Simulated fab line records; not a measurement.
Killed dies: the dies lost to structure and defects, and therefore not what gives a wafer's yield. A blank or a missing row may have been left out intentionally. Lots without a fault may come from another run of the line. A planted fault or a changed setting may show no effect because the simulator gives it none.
Problem report in the 8D (eight disciplines) form, filled by code ; flow gf180mcu ; the parts of the form that need people (team, actions taken, sign-off) are left out

## 1. PROBLEM STATEMENT
At GF_DUAL_GATE_WET_ETCH_12, tempC averages 8.32 C over 6 wafers from 2 lots, while fault-free wafers read 24.99 C, standard deviation 0.1. That is -99 or more standard deviations from the usual mean.
The step: etches SiO2 in dHF, target depth 13 nm, time 260 s.
First seen on wafer L370.1, day 13 07:14, on wetBench-01. The record holds 18 wafers of 6 lots with a number at this step. By rule, "out" or "out of limits" means more than 4 standard deviations away from the usual mean. Any other wafer with a number is counted as sound.

## 2. WHAT IT IS, AND WHAT IT ISN'T
question;is;is not
which readings at this step;tempC, bathHeatDutyPct;-
which lots;L370, L374;L354, L366, L369, L372
which wafers of those lots;all that have a number;-
read on which tools;wetBench-01;wetBench-03
when;from day 13 07:14;"up to then (9 sound wafers); but 3 sound wafers of L372 came after"

## 3. WHAT RULES OUT EACH SUSPECT
Counting: any tool at a process step up to the reading is kept as a suspect provided that every lot that is out went through it and no sound lot did after the first of them.
- wetBench-01 at GF_DUAL_GATE_WET_ETCH_12 (etches SiO2 in dHF, target depth 13 nm, time 260 s): kept. It ran every lot that is out, first L370 (day 13 07:14), and no sound lot after that; its last sound lot up to then is L366 (day 12 01:38). Its own bathHeatDutyPct, tempC readings are out on those wafers.
After counting, what remains is wetBench-01 at GF_DUAL_GATE_WET_ETCH_12.

## 4. THE CAUSE (what the simulator had put in)
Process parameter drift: wetBench-01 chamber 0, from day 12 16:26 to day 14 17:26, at GF_DUAL_GATE_WET_ETCH_12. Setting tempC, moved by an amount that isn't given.
Only this tool survived the counting.

## 5. THE EFFECT CHAIN, in route order
Each row: a reading where the mean over the struck wafers with a number is more than 3 standard deviations away from the usual. Only readings for which the record gives a usual standard deviation are gone through. hours: the time from each lot's start at the first step in this table that gives one to its start at this step, as a median over the lots. sigmas: the change in usual standard deviations.
hours;step;reading;usual;on struck wafers;change;sigmas
0;GF_DUAL_GATE_WET_ETCH_12;bathHeatDutyPct;6.2 %;0.0;-6.2;-8.6
0;GF_DUAL_GATE_WET_ETCH_12;tempC;24.99 C;8.32;-16.67;-99 or more
Here are the process steps it includes:
- GF_DUAL_GATE_WET_ETCH_12: etches SiO2 in dHF, target depth 13 nm, time 260 s.
Later steps that measure or inspect, where all struck wafers having a row at the step show a number for every such reading and not one has moved that far: GF_POLY_GATE_THK_MEAS_01, GF_POLY_GATE_CD_MEAS_10, GF_POLY_GATE_OVL_MEAS_11, GF_POLY_GATE_THK_MEAS_17, GF_POLY_GATE_CD_MEAS_18.

## 6. WHAT WOULD HAVE CAUGHT IT SOONER
In this record the first reading out of limits was taken at day 13 07:14, 15 hours after the fault began at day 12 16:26.
